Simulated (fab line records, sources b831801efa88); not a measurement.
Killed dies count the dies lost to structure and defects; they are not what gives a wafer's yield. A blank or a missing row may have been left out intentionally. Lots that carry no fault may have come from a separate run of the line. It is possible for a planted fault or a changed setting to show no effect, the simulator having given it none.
fab line records + flow sky130
[record]
- lots = 14
- wafers = 42
- last_day = 50
route steps=708 shown FIELD_ISO@13 DNWELL@44 NWELL@76 PAD_OPEN@708
lots with no fault: from the same line, run without faults
start_h: start of the lot's first displayed wafer, in hours after the record's first day + wait_h: hours since the lot's step before + " the same as in the row above + L1.1+2: one row covering several wafers at once + - no value, or no start was given + * or withheld: withheld + < > ~ a bound
route shown NAME@n: a module of which the file shows steps, and the number in the route of the first + usual: mean/standard deviation of fault-free wafers + same: alike in all rows + chamber/n: place in a boat + sites: readings site by site + _std_site: how widely they spread, as a standard deviation + _edge_site: outer sites' mean less inner sites' + radius_mm: how far each site lies from the wafer's centre + mask NAME#n: copy n + behind: tool/chamber where the wafer was last shaped + hold: reason for holding the lot/hours on hold/outcome of the hold + device: which transistor (n, p or np) failed to switch + end of line: at the end of the route, the tests of the same wafers + a step without rows: its recipe alone + killed: count of dies lost to structure and defects at first sort (not the wafer's yield) + map: a wafer's dies, x killed, . not, _ none there
set.NAME: setting as actually run; set.NAME@STEP: the setting as run at that earlier step + model.NAME: the simulator's own value behind a step, which no gauge read
one table for each step of the route and one row for each wafer, over a sample of lots
services: a tool's chamber out of use, with start hour (start_h, from the record's first day; less than 0 if before it), hours out, and reason
[[steps]]
[step SKY_FIELD_ISO_DEVELOP_12]
[recipe]
- develop_time_s = 60
- resist = KrF-thick
- dev_temp_c = 21
[usual]
- developer_temp_C = 21.01/0.11
| lot.wafer | tool           | chamber | start_h | wait_h | developer_temp_C |
|-----------|----------------|---------|---------|--------|------------------|
| L932.2    | litho_track-01 | 0       | 35      | -      | 21.06            |
| L932.3    | "              | 0       | "       | "      | 21.06            |
| L932.4    | "              | 0       | "       | "      | 20.90            |
| L938.1    | litho_track-04 | 0       | 65      | -      | 20.35            |
| L938.4    | "              | 0       | "       | "      | 20.39            |
| L938.5    | "              | 0       | "       | "      | 20.39            |
| L942.1    | litho_track-04 | 0       | 85      | -      | 20.08            |
| L942.2    | "              | 0       | "       | "      | 20.13            |
| L942.3    | "              | 0       | "       | "      | 20.05            |
| L944.3    | litho_track-01 | 0       | 96      | -      | 20.95            |
| L944.4    | "              | 0       | "       | "      | 21.17            |
| L944.6    | "              | 0       | "       | "      | 20.99            |
| L945.2    | litho_track-03 | 0       | 99      | -      | 21.08            |
| L945.3    | "              | 0       | "       | "      | 21.07            |
| L945.5    | "              | 0       | 100     | -      | 20.87            |
| L946.4    | litho_track-03 | 0       | 107     | -      | 21.06            |
| L946.5    | "              | 0       | "       | "      | 20.95            |
| L946.6    | "              | 0       | "       | "      | 20.97            |
| L947.1    | litho_track-03 | 0       | 114     | -      | 20.96            |
| L947.2    | "              | 0       | "       | "      | 20.99            |
| L947.3    | "              | 0       | "       | "      | 20.86            |
| L948.4    | litho_track-03 | 0       | 119     | -      | 21.18            |
| L948.5    | "              | 0       | "       | "      | 21.07            |
| L948.6    | "              | 0       | "       | "      | 21.23            |
| L949.3    | litho_track-01 | 0       | 122     | -      | 21.00            |
| L949.4    | "              | 0       | "       | "      | 21.04            |
| L949.5    | "              | 0       | "       | "      | 21.05            |
| L950.2    | litho_track-01 | 0       | 128     | -      | 20.89            |
| L950.3    | "              | 0       | "       | "      | 21.15            |
| L950.4    | "              | 0       | "       | "      | 21.04            |
| L951.1    | litho_track-01 | 0       | 132     | -      | 21.00            |
| L951.4    | "              | 0       | "       | "      | 20.87            |
| L951.6    | "              | 0       | "       | "      | 20.81            |
| L952.1    | litho_track-04 | 0       | 137     | -      | 20.95            |
| L952.4    | "              | 0       | "       | "      | 20.96            |
| L952.6    | "              | 0       | "       | "      | 21.11            |
| L953.3    | litho_track-01 | 0       | 145     | -      | 20.90            |
| L953.4    | "              | 0       | "       | "      | 21.09            |
| L953.5    | "              | 0       | "       | "      | 20.98            |
| L954.1    | litho_track-04 | 0       | 148     | -      | 21.09            |
| L954.3    | "              | 0       | "       | "      | 21.03            |
| L954.5    | "              | 0       | "       | "      | 20.83            |
[step SKY_FIELD_ISO_THK_MEAS_25]
[recipe]
- reads = SiO2_of_FIELD_ISO_CVD_24
[usual]
- FIELD_ISO_CVD_24_THK = 595/5.6
| lot.wafer | tool          | chamber | start_h | wait_h | FIELD_ISO_CVD_24_THK[nm] |
|-----------|---------------|---------|---------|--------|--------------------------|
| L932.2    | film_metro-04 | -       | 38.40   | 0.0    | 595                      |
| L932.3    | "             | -       | "       | "      | 600                      |
| L932.4    | "             | -       | "       | "      | 592                      |
| L938.1    | film_metro-01 | -       | 67.94   | 0.0    | 595                      |
| L938.4    | "             | -       | "       | "      | 603                      |
| L938.5    | "             | -       | "       | "      | 607                      |
| L942.1    | film_metro-01 | -       | 89.96   | 0.0    | 587                      |
| L942.2    | "             | -       | "       | "      | 594                      |
| L942.3    | "             | -       | "       | "      | 599                      |
| L944.3    | film_metro-04 | -       | 98.29   | 0.1    | 594                      |
| L944.4    | "             | -       | "       | "      | 590                      |
| L944.6    | "             | -       | "       | "      | 590                      |
| L945.2    | film_metro-03 | -       | 102.51  | 0.0    | 597                      |
| L945.3    | "             | -       | "       | "      | 593                      |
| L945.5    | "             | -       | "       | "      | 596                      |
| L946.4    | film_metro-04 | -       | 109.48  | 0.0    | 590                      |
| L946.5    | "             | -       | "       | "      | 594                      |
| L946.6    | "             | -       | "       | "      | 590                      |
| L947.1    | film_metro-03 | -       | 116.90  | 0.0    | 602                      |
| L947.2    | "             | -       | "       | "      | 598                      |
| L947.3    | "             | -       | "       | "      | 590                      |
| L948.4    | film_metro-03 | -       | 123.63  | 0.0    | 605                      |
| L948.5    | "             | -       | "       | "      | 608                      |
| L948.6    | "             | -       | "       | "      | 606                      |
| L949.3    | film_metro-03 | -       | 124.79  | 0.1    | 591                      |
| L949.4    | "             | -       | "       | "      | 587                      |
| L949.5    | "             | -       | "       | "      | 593                      |
| L950.2    | film_metro-04 | -       | 131.37  | 0.0    | 595                      |
| L950.3    | "             | -       | "       | "      | 588                      |
| L950.4    | "             | -       | "       | "      | 597                      |
| L951.1    | film_metro-01 | -       | 135.48  | 0.0    | 588                      |
| L951.4    | "             | -       | "       | "      | 592                      |
| L951.6    | "             | -       | "       | "      | 594                      |
| L952.1    | film_metro-01 | -       | 139.51  | 0.0    | 601                      |
| L952.4    | "             | -       | "       | "      | 595                      |
| L952.6    | "             | -       | "       | "      | 588                      |
| L953.3    | film_metro-03 | -       | 147.96  | 0.1    | 606                      |
| L953.4    | "             | -       | "       | "      | 600                      |
| L953.5    | "             | -       | "       | "      | 606                      |
| L954.1    | film_metro-04 | -       | 150.99  | 0.0    | 587                      |
| L954.3    | "             | -       | "       | "      | 584                      |
| L954.5    | "             | -       | "       | "      | 602                      |
[step SKY_DNWELL_TW_MEAS_09]
[usual]
- DNWELL_TW = 1107/13
| lot.wafer | tool          | chamber | start_h | wait_h | DNWELL_TW |
|-----------|---------------|---------|---------|--------|-----------|
| L932.2    | film_metro-04 | -       | 58.30   | 0.1    | 1126      |
| L932.3    | "             | -       | "       | "      | 1123      |
| L932.4    | "             | -       | "       | "      | 1120      |
| L938.1    | film_metro-03 | -       | 89.65   | 0.1    | 1109      |
| L938.4    | "             | -       | "       | "      | 1110      |
| L938.5    | "             | -       | "       | "      | 1112      |
| L942.1    | film_metro-04 | -       | 111.47  | 0.1    | 1124      |
| L942.2    | "             | -       | "       | "      | 1122      |
| L942.3    | "             | -       | "       | "      | 1122      |
| L944.3    | film_metro-03 | -       | 121.89  | 0.1    | 1120      |
| L944.4    | "             | -       | "       | "      | 1117      |
| L944.6    | "             | -       | "       | "      | 1119      |
| L945.2    | film_metro-02 | -       | 126.90  | 0.1    | 1091      |
| L945.3    | "             | -       | "       | "      | 1094      |
| L945.5    | "             | -       | "       | "      | 1085      |
| L946.4    | film_metro-02 | -       | 132.63  | 0.1    | 1098      |
| L946.5    | "             | -       | "       | "      | 1098      |
| L946.6    | "             | -       | "       | "      | 1095      |
| L947.1    | film_metro-02 | -       | 139.07  | 0.1    | 1095      |
| L947.2    | "             | -       | "       | "      | 1092      |
| L947.3    | "             | -       | "       | "      | 1091      |
| L948.4    | film_metro-04 | -       | 148.95  | 0.1    | 1121      |
| L948.5    | "             | -       | "       | "      | 1119      |
| L948.6    | "             | -       | "       | "      | 1121      |
| L949.3    | film_metro-02 | -       | 149.09  | 0.1    | 1093      |
| L949.4    | "             | -       | "       | "      | 1090      |
| L949.5    | "             | -       | "       | "      | 1085      |
| L950.2    | film_metro-04 | -       | 156.58  | 0.1    | 1127      |
| L950.3    | "             | -       | "       | "      | 1118      |
| L950.4    | "             | -       | "       | "      | 1116      |
| L951.1    | film_metro-03 | -       | 160.79  | 0.1    | 1101      |
| L951.4    | "             | -       | "       | "      | 1100      |
| L951.6    | "             | -       | "       | "      | 1101      |
| L952.1    | film_metro-02 | -       | 164.39  | 0.1    | 1091      |
| L952.4    | "             | -       | "       | "      | 1088      |
| L952.6    | "             | -       | "       | "      | 1099      |
| L953.3    | film_metro-03 | -       | 172.31  | 0.1    | 1103      |
| L953.4    | "             | -       | "       | "      | 1107      |
| L953.5    | "             | -       | "       | "      | 1100      |
| L954.1    | film_metro-03 | -       | 175.79  | 0.1    | 1109      |
| L954.3    | "             | -       | "       | "      | 1112      |
| L954.5    | "             | -       | "       | "      | 1110      |
[step SKY_NWELL_OVL_MEAS_23]
[usual]
- NWELL_01_OVL = 0.7/1.3
| lot.wafer | tool       | chamber | start_h | wait_h | NWELL_01_OVL[nm] |
|-----------|------------|---------|---------|--------|------------------|
| L932.2    | overlay-01 | -       | 108.44  | -      | 0.1              |
| L932.3    | "          | -       | "       | "      | 0.3              |
| L932.4    | "          | -       | "       | "      | 1.8              |
| L938.1    | overlay-02 | -       | 145.24  | -      | 2.5              |
| L938.4    | "          | -       | "       | "      | 2.9              |
| L938.5    | "          | -       | "       | "      | 2.4              |
| L942.1    | overlay-02 | -       | 168.74  | -      | -1.6             |
| L942.2    | "          | -       | "       | "      | -1.4             |
| L942.3    | "          | -       | "       | "      | -0.2             |
| L944.3    | overlay-01 | -       | 182.05  | -      | 0.9              |
| L944.4    | "          | -       | "       | "      | -1.1             |
| L944.6    | "          | -       | "       | "      | 1.0              |
| L945.2    | overlay-01 | -       | 187.84  | -      | 0.5              |
| L945.3    | "          | -       | "       | "      | -1.5             |
| L945.5    | "          | -       | "       | "      | -0.1             |
| L946.4    | overlay-01 | -       | 192.44  | -      | -1.3             |
| L946.5    | "          | -       | "       | "      | 1.3              |
| L946.6    | "          | -       | "       | "      | 0.0              |
| L947.1    | overlay-02 | -       | 201.67  | -      | 0.5              |
| L947.2    | "          | -       | "       | "      | 2.1              |
| L947.3    | "          | -       | "       | "      | 1.4              |
| L949.3    | overlay-01 | -       | 212.58  | -      | -1.1             |
| L949.4    | "          | -       | "       | "      | -0.3             |
| L949.5    | "          | -       | "       | "      | -1.0             |
| L948.4    | overlay-02 | -       | 216.04  | -      | -0.3             |
| L948.5    | "          | -       | "       | "      | -0.3             |
| L948.6    | "          | -       | "       | "      | 0.9              |
| L950.2    | overlay-02 | -       | 220.18  | -      | 0.9              |
| L950.3    | "          | -       | "       | "      | 1.3              |
| L950.4    | "          | -       | "       | "      | 0.9              |
| L951.1    | overlay-02 | -       | 224.84  | -      | 1.2              |
| L951.4    | "          | -       | "       | "      | -0.4             |
| L951.6    | "          | -       | "       | "      | 0.3              |
| L952.1    | overlay-02 | -       | 231.07  | -      | 1.9              |
| L952.4    | "          | -       | "       | "      | 2.9              |
| L952.6    | "          | -       | "       | "      | -1.1             |
| L953.3    | overlay-01 | -       | 237.80  | -      | 3.7              |
| L953.4    | "          | -       | "       | "      | 4.6              |
| L953.5    | "          | -       | "       | "      | 2.0              |
| L954.1    | overlay-01 | -       | 243.09  | -      | 1.3              |
| L954.3    | "          | -       | "       | "      | 1.0              |
| L954.5    | "          | -       | "       | "      | 1.1              |
[step SKY_PAD_OPEN_PROBE_99]
[usual]
- killed_at_M0_to_M3 = 43/7.3
- killed_at_M4_up = 3.1/1.8
- killed_at_contacts = 24/5.4
- killed_at_front_end = 15/4.1
- killed_at_other = 0.2/0.52
- killed_dies = 86/10
- killed_open = 47/7.3
- killed_short = 39/6.4
[same]
- gross_dies = 492
- killed_at_back_side = 0
| lot.wafer | tool      | chamber | start_h | wait_h | killed_at_M0_to_M3 | killed_at_M4_up | killed_at_contacts | killed_at_front_end | killed_at_other | killed_dies | killed_open | killed_short |
|-----------|-----------|---------|---------|--------|--------------------|-----------------|--------------------|---------------------|-----------------|-------------|-------------|--------------|
| L938.1    | prober-02 | -       | 1117.06 | 0.1    | 41                 | 2               | 30                 | 10                  | 0               | 83          | 44          | 39           |
| L938.4    | prober-02 | -       | 1117.21 | 0.2    | 54                 | 3               | 24                 | 15                  | 0               | 96          | 57          | 39           |
| L938.5    | prober-02 | -       | 1117.26 | 0.2    | 50                 | 1               | 24                 | 13                  | 0               | 88          | 45          | 43           |
| L946.4    | prober-02 | -       | 1165.70 | 0.2    | 44                 | 5               | 13                 | 15                  | 0               | 77          | 48          | 29           |
| L946.5    | prober-02 | -       | 1165.75 | 0.2    | 48                 | 3               | 19                 | 18                  | 0               | 88          | 45          | 43           |
| L946.6    | prober-02 | -       | 1165.80 | 0.2    | 60                 | 5               | 23                 | 12                  | 0               | 100         | 62          | 38           |
| L947.1    | prober-01 | -       | 1168.72 | 0.1    | 36                 | 5               | 17                 | 15                  | 0               | 73          | 45          | 28           |
| L947.2    | prober-01 | -       | 1168.77 | 0.1    | 44                 | 1               | 18                 | 11                  | 0               | 74          | 41          | 33           |
| L947.3    | prober-01 | -       | 1168.82 | 0.2    | 33                 | 2               | 21                 | 15                  | 0               | 71          | 36          | 35           |
// killed by level:class
L938.1 LI_CONTACT:geometric_particle:open=11 VIA1:geometric_particle:open=9 LI_CONTACT:geometric_particle:short=8 CONTACT:geometric_particle:open=7 METAL3:geometric_particle:short=5 METAL2:geometric_particle:short=5 VIA3:geometric_particle:open=5 VIA2:geometric_particle:short=4
L938.4 VIA1:geometric_particle:open=16 CONTACT:geometric_particle:open=9 VIA3:geometric_particle:open=8 METAL1:geometric_particle:short=8 VIA2:geometric_particle:open=7 LI_CONTACT:geometric_particle:open=6 FIELD_ISO:geometric_particle:short=5 FIELD_ISO:geometric_particle:open=4
L938.5 CONTACT:geometric_particle:open=10 VIA1:geometric_particle:open=10 VIA1:geometric_particle:short=9 VIA3:geometric_particle:open=6 LOCAL_INTERCONNECT:geometric_particle:short=5 VIA2:geometric_particle:open=5 METAL2:geometric_particle:short=5 FIELD_ISO:geometric_particle:short=4
L946.4 VIA2:geometric_particle:open=9 VIA1:geometric_particle:open=8 POLY_GATE:geometric_particle:open=7 VIA3:geometric_particle:open=7 CONTACT:geometric_particle:open=6 METAL2:geometric_particle:short=5 LI_CONTACT:geometric_particle:open=4 METAL4:geometric_particle:short=4
L946.5 VIA1:geometric_particle:short=9 CONTACT:geometric_particle:open=7 METAL2:geometric_particle:open=6 METAL1:geometric_particle:short=6 VIA3:geometric_particle:open=6 METAL2:geometric_particle:short=5 POLY_GATE:geometric_particle:open=4 VIA2:geometric_particle:short=4
L946.6 VIA1:geometric_particle:open=12 VIA3:geometric_particle:open=12 VIA2:geometric_particle:open=9 METAL1:geometric_particle:short=9 LI_CONTACT:geometric_particle:open=7 CONTACT:geometric_particle:open=5 VIA1:geometric_particle:short=5 METAL2:geometric_particle:short=5
L947.1 VIA2:geometric_particle:open=7 VIA1:geometric_particle:open=7 CONTACT:geometric_particle:open=7 FIELD_ISO:geometric_particle:open=5 LI_CONTACT:geometric_particle:open=5 VIA3:geometric_particle:open=5 METAL2:geometric_particle:short=4 VIA3:geometric_particle:short=4
L947.2 VIA1:geometric_particle:short=8 VIA3:geometric_particle:open=8 CONTACT:geometric_particle:open=7 VIA1:geometric_particle:open=6 VIA2:geometric_particle:open=6 METAL2:geometric_particle:short=5 LI_CONTACT:geometric_particle:open=5 VIA2:geometric_particle:short=4
L947.3 VIA1:geometric_particle:open=9 CONTACT:geometric_particle:short=8 VIA3:geometric_particle:short=6 POLY_GATE:geometric_particle:open=5 LI_CONTACT:geometric_particle:open=5 VIA3:geometric_particle:open=5 FIELD_ISO:geometric_particle:short=4 FIELD_ISO:geometric_particle:open=3
[[services]]
| tool           | chamber | start_h | hours | kind                      |
|----------------|---------|---------|-------|---------------------------|
| litho_track-03 | -       | 94.69   | -     | consumable_replace:filter |
[[key]]
[first_sign]
- step = SKY_FIELD_ISO_DEVELOP_12
- reading = developer_temp_C
- direction = down
- sigmas = 6.9
- usual = *
- struck = *
effect none on later readings
met_at SKY_FIELD_ISO_DEVELOP_12
struck_lots L938,L942
tester_left_out L938,L942
[loop_trim]
- step = SKY_FIELD_ISO_EXPOSE_10
- setting = dose
- lots = L942
not_acting_at SKY_FIELD_ISO_THK_MEAS_25,SKY_DNWELL_TW_MEAS_09,SKY_NWELL_OVL_MEAS_23
[fault]
- kind = process_parameter_drift
- tool = litho_track-04
- chamber = -
- onset_h = 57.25
- steps = SKY_FIELD_ISO_DEVELOP_12
- channel = dev_temp_c
- offset = *
- shape = step
- end_h = 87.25
- acts_in = *
- stated = *
// tester_left_out: of these lots the tester's yield and bins aren't shown, on N5 and GAA mostly nor the transistor test; their killed dies are dies lost to structure and defects alone, not to doping, threshold or leakage, so they don't give the yield
// loop_trim: a control loop set the setting to another value than it would have without faults
